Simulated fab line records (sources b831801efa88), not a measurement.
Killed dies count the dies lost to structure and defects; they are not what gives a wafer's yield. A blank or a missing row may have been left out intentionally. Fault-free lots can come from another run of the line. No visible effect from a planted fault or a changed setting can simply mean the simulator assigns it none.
Problem report in the 8D (eight disciplines) form, filled by code :: flow sky130 :: the parts of the form that need people (team, actions taken, sign-off) are left out

1. THE PROBLEM
Mean VT_ADJUST_LVTN_2_TW at SKY_VT_ADJUST_LVTN_TW_MEAS_21: 166.5 over 6 wafers in 2 lots; fault-free wafers: 187.7, standard deviation 1.6. That puts it -13 standard deviations away from the usual mean.
First observed at day 10 18:50: wafer L958.1, on film_metro-04. At this step, 39 wafers from 13 lots have a number in the record. Rule for "out", or "out of limits": more than 4 standard deviations from the usual mean. The other wafers with a number count as sound.

2. WHAT IT IS, WHAT IT ISN'T
question: which readings at this step
is: VT_ADJUST_LVTN_2_TW
is not: -

question: which lots
is: L958, L959
is not: L948, L950, L953, L954, L955, L957, L963, L968, L969, L970, L971

question: which wafers of those lots
is: all that have a number
is not: -

question: read on which gauges
is: film_metro-03, film_metro-04
is not: film_metro-01

question: when
is: from day 10 18:50
is not: up to then (18 sound wafers); but 15 sound wafers of L963, L968, L969, L970, L971 came after

3. SUSPECTS, AND WHAT RULES EACH OUT
Counting: a tool stays on the suspect list if, at a process step up to the reading, it processed all lots that are out and no sound lot following the first of them.
- the gauge at SKY_VT_ADJUST_LVTN_TW_MEAS_21 has been ruled out. The wafers that are out were read on 2 gauges (film_metro-03, film_metro-04).
- implanter-04 at SKY_VT_ADJUST_LVTN_IMPLANT_19: ruled out as a lasting fault. The sound lots L969, L971 went through it after L958, its earliest lot that is out (day 10 18:35).
Left after counting: nothing in the record.

4. THE CAUSE (what the simulator had put in)
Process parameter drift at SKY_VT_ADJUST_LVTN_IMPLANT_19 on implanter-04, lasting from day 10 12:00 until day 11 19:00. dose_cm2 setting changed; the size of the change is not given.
It was ruled out by counting, in error; the rule expects a fault to strike all lots run on its tool from its start on, and this fault did not.

5. THE EFFECT CHAIN, in route order
Each row: a reading whose mean over the struck wafers that have a number lies more than 3 standard deviations from the usual. Only readings whose record carries a usual standard deviation are examined. hours: median over the lots of the time between each lot's start at the first step of this table that gives one and its start at this step. sigmas: the change, counted in usual standard deviations.
hours: 0
step: SKY_VT_ADJUST_LVTN_IMPLANT_19
reading: dose_ions_cm2
usual: 6.5e+11
on struck wafers: 4.3e+11
change: -2.2e+11
sigmas: -99 or more

hours: 0
step: SKY_VT_ADJUST_LVTN_IMPLANT_19
reading: faraday_current_uA
usual: 3.65
on struck wafers: 2.39
change: -1.26
sigmas: -16

hours: 0
step: SKY_VT_ADJUST_LVTN_TW_MEAS_21
reading: VT_ADJUST_LVTN_2_TW
usual: 187.7
on struck wafers: 166.5
change: -21.2
sigmas: -13
It contains these process steps:
- SKY_VT_ADJUST_LVTN_IMPLANT_19
At these later measuring or inspecting steps, every struck wafer for which the step has a row has a number for every such reading, and none has moved that far: SKY_VT_ADJUST_HVTR_TW_MEAS_11.

6. HOW IT WOULD HAVE BEEN CAUGHT EARLIER
The first out-of-limits reading at a measuring or inspecting step in this record came at day 10 18:50, 7 hours after the fault's start at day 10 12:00.
The tool's own readings at SKY_VT_ADJUST_LVTN_IMPLANT_19 were out on every struck wafer that the step has a row for (dose_ions_cm2, faraday_current_uA): an alarm limit on them would have fired on the first of those.
